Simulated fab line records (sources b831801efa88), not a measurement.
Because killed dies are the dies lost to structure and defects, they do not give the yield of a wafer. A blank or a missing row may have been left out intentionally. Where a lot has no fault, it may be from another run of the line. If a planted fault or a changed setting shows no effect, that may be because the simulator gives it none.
Matching of chambers | flow sky130 | SKY_VIA2_ETCH_15 on rie diel-02: 3 sister chambers
The step etches SiO2 in C4F8/O2/Ar, stops on TiN, target depth 546 nm, time 84 s. 6 wafers are shown with their chamber, then 5 later ones without.

== WAFERS, EACH WITH ITS CHAMBER ==
wafer  | chamber | oes product au (a.u.)
L076.2 | 2       | 0.947
L076.4 | 0       | 0.939
L076.5 | 3       | 0.940
L076.6 | 2       | 0.939
L080.2 | 0       | 0.939
L080.3 | 3       | 0.943

== WAFERS WITH NO CHAMBER GIVEN ==
wafer  | oes product au (a.u.)
L080.6 | 0.937
L085.4 | 0.940
L085.6 | 0.936
L090.3 | 0.943
L090.5 | 0.934

== EACH ONE'S CHAMBER ==
wafer  | from the rows above          | in truth
L080.6 | can't be placed: 0 or 3 or 2 | 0
L085.4 | can't be placed: 0 or 3 or 2 | 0
L085.6 | can't be placed: 0 or 3 or 2 | 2
L090.3 | can't be placed: 2 or 3 or 0 | 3
L090.5 | can't be placed: 0 or 3 or 2 | 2
0 of 5 placed correctly. Cannot be placed on the basis of these rows: 5; the candidates contain the true chamber in 5. Wrongly placed: 0.
How it was worked out, from the rows above alone: a wafer's distance from a chamber is the root of the sum, over the readings, of the square of ((its reading less the chamber's mean) divided by the reading's scatter). The wafer belongs to the nearest chamber; if the next one is less than 2 further off, it can't be placed. For every chamber, the mean is computed from those of its wafers that are shown. The scatter is the square root of a quotient: the sum, over the shown wafers, of each reading's squared deviation from its chamber's mean, divided by wafers minus chambers.
